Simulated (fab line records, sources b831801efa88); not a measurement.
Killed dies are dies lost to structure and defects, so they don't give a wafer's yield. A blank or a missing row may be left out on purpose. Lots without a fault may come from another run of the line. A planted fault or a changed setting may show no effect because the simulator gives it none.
Which tool did it? | flow gf180mcu | 13 lots, 39 wafers sampled, at 5 steps of a route of 602

WHAT THE GAUGES READ, wafer by wafer
GF_STI_CD_MEAS_12: target cd 220 nm. Usual: cd_nm 220.4 nm, standard deviation 1.3.
lot  | measured    | on        | cd_nm (nm)        | flag
L618 | day 2 01:51 | cd_sem-02 | 220.1 221.1 221.2 |
L619 | day 2 06:20 | cd_sem-01 | 218.8 219.0 219.6 |
L620 | day 2 11:15 | cd_sem-02 | 219.6 219.5 220.0 |
L621 | day 2 16:35 | cd_sem-01 | 219.7 220.3 220.9 |
L622 | day 2 22:18 | cd_sem-02 | 221.5 221.4 222.3 |
L625 | day 3 13:09 | cd_sem-01 | 220.8 220.7 219.9 |
L627 | day 4 01:02 | cd_sem-02 | 221.0 219.6 219.5 |
L634 | day 5 11:21 | cd_sem-01 | 220.0 219.1 220.0 |
L635 | day 5 16:31 | cd_sem-01 | 220.2 221.2 219.9 |
L636 | day 6 00:23 | cd_sem-02 | 220.0 219.6 218.6 |
L637 | day 6 02:13 | cd_sem-02 | 221.2 221.6 221.8 |
L639 | day 6 14:45 | cd_sem-01 | 219.4 219.8 219.5 |
L641 | day 6 23:39 | cd_sem-01 | 221.3 220.4 221.1 |

GF_VT_IMPLANT_OVL_MEAS_29. Usual: VT_IMPLANT_02_OVL 0.2 nm, standard deviation 1.3.
lot  | measured     | on         | VT_IMPLANT_02_OVL (nm) | flag
L618 | day 6 19:20  | overlay-01 | 0.1 0.2 0.2            |
L619 | day 6 23:37  | overlay-02 | -0.4 0.4 0.6           |
L620 | day 7 08:10  | overlay-02 | 1.3 0.7 -0.6           |
L621 | day 7 13:59  | overlay-02 | 0.8 1.3 -0.2           |
L622 | day 7 22:52  | overlay-01 | 1.7 -0.2 2.8           |
L625 | day 8 16:17  | overlay-02 | 1.7 1.9 2.8            |
L627 | day 9 07:40  | overlay-01 | -1.9 0.0 -0.8          |
L634 | day 11 04:46 | overlay-02 | -3.1 -1.4 -2.1         |
L635 | day 11 13:29 | overlay-02 | 0.5 -0.3 -2.9          |
L636 | day 11 18:13 | overlay-02 | -0.4 1.9 0.0           |
L637 | day 12 00:21 | overlay-02 | 2.3 1.4 1.1            |
L639 | day 12 12:38 | overlay-01 | 1.2 0.5 0.4            |
L641 | day 13 02:13 | overlay-02 | 0.8 0.5 1.4            |

GF_POLY_GATE_CD_MEAS_10: target cd 280 nm. Usual: cd_nm 279.6 nm, standard deviation 1.
lot  | measured     | on        | cd_nm (nm)        | flag
L618 | day 9 02:19  | cd_sem-02 | 278.9 279.1 279.3 |
L619 | day 9 05:41  | cd_sem-01 | 279.7 279.0 279.3 |
L620 | day 9 17:34  | cd_sem-02 | 278.7 280.2 279.9 |
L621 | day 9 20:43  | cd_sem-01 | 281.1 280.0 280.1 |
L622 | day 10 08:37 | cd_sem-01 | 280.0 279.5 279.3 |
L625 | day 11 03:00 | cd_sem-02 | 283.6 284.7 284.5 | OFF
L627 | day 11 19:39 | cd_sem-02 | 284.0 284.3 284.8 | OFF
L634 | day 13 23:12 | cd_sem-02 | 279.8 280.7 281.5 |
L635 | day 14 10:21 | cd_sem-02 | 278.9 279.3 279.9 |
L636 | day 14 16:05 | cd_sem-02 | 280.1 280.4 280.8 |
L637 | day 14 19:35 | cd_sem-02 | 279.3 278.6 278.8 |
L639 | day 15 07:21 | cd_sem-01 | 278.6 279.0 279.2 |
L641 | day 15 22:30 | cd_sem-01 | 280.2 280.4 280.6 |

GF_POLY_GATE_CD_MEAS_18. Usual: cd_nm 279.4 nm, standard deviation 2.
lot  | measured     | on        | cd_nm (nm)        | flag
L618 | day 9 04:04  | cd_sem-01 | 279.4 281.2 280.1 |
L619 | day 9 09:20  | cd_sem-01 | 279.1 277.8 278.0 |
L620 | day 9 19:33  | cd_sem-01 | 279.9 280.0 278.8 |
L621 | day 9 22:28  | cd_sem-01 | 283.1 279.5 280.1 |
L622 | day 10 10:21 | cd_sem-01 | 279.4 277.6 279.6 |
L625 | day 11 04:54 | cd_sem-02 | 286.4 284.8 286.8 | OFF
L627 | day 11 21:23 | cd_sem-02 | 282.9 285.2 285.7 |
L634 | day 14 01:16 | cd_sem-02 | 280.1 280.2 282.8 |
L635 | day 14 12:18 | cd_sem-02 | 278.5 279.5 279.3 |
L636 | day 14 17:48 | cd_sem-02 | 283.4 281.2 282.1 |
L637 | day 14 22:47 | cd_sem-01 | 281.2 281.6 276.6 |
L639 | day 15 09:34 | cd_sem-02 | 277.1 282.1 280.5 |
L641 | day 16 00:48 | cd_sem-02 | 278.2 280.7 278.2 |

WHICH TOOL RAN EACH LOT (tool, then ch and the chambers of the sampled wafers, then the start)
lot  | GF_POLY_GATE_PEB_08
L618 | litho_track-02 ch 0, day 9 01:59
L619 | litho_track-01 ch 0, day 9 05:20
L620 | litho_track-01 ch 0, day 9 17:14
L621 | litho_track-02 ch 0, day 9 20:23
L622 | litho_track-02 ch 0, day 10 08:17
L625 | litho_track-02 ch 0, day 11 02:39
L627 | litho_track-02 ch 0, day 11 19:18
L634 | litho_track-01 ch 0, day 13 22:51
L635 | litho_track-04 ch 0, day 14 10:01
L636 | litho_track-04 ch 0, day 14 15:44
L637 | litho_track-04 ch 0, day 14 19:14
L639 | litho_track-01 ch 0, day 15 07:00
L641 | litho_track-02 ch 0, day 15 22:09
- GF_POLY_GATE_PEB_08: peb time 90 s.

WHAT THE TOOLS THEMSELVES READ (means of the sampled wafers that have a number; where no wafer has one, the mark that the record gives instead)
GF_POLY_GATE_PEB_08. Usual: heater_power_total_W 85.44 W, standard deviation 0.074; plate_temp_C 134.69 C, standard deviation 0.13.
lot  | tool           | heater_power_total_W (W) | plate_temp_C (C) | flag
L618 | litho_track-02 | 85.42                    | 134.57           |
L619 | litho_track-01 | 85.51                    | 134.85           |
L620 | litho_track-01 | 85.46                    | 134.68           |
L621 | litho_track-02 | 85.50                    | 134.57           |
L622 | litho_track-02 | 85.46                    | 134.90           |
L625 | litho_track-02 | 90.97                    | -                | OFF
L627 | litho_track-02 | 91.05                    | -                | OFF
L634 | litho_track-01 | 85.46                    | 134.62           |
L635 | litho_track-04 | 85.38                    | 134.78           |
L636 | litho_track-04 | 85.37                    | 134.63           |
L637 | litho_track-04 | 85.39                    | 134.68           |
L639 | litho_track-01 | 85.44                    | 134.81           |
L641 | litho_track-02 | 85.40                    | 134.67           |

THE ANSWER, worked out from the rows above alone
Rule: a lot is off if the mean of its wafers that have a number lies more than 3 standard deviations from the usual mean. A lot without any number at a reading at which 4 lots or more have one is off too. The other lots that the step has rows for count as sound. The gauges are gone through in route order, then the tools' own readings, and for those a lot's mean is taken as printed above. The first step at which some lot is off is used, and at that step the reading that is off furthest; a lot without a number counts as furthest.
Off: L625, L627, at GF_POLY_GATE_CD_MEAS_10 (cd_nm).
A tool fits if, at a process step before that reading, it ran every lot that is off, and no sound lot after the first of them. The gauges at GF_POLY_GATE_CD_MEAS_10 aren't tried: what is off there is off at GF_POLY_GATE_PEB_08 too, on other tools, and a gauge's error can't cause that. None of those tried fits.

WHAT THE SIMULATOR HAD PUT IN
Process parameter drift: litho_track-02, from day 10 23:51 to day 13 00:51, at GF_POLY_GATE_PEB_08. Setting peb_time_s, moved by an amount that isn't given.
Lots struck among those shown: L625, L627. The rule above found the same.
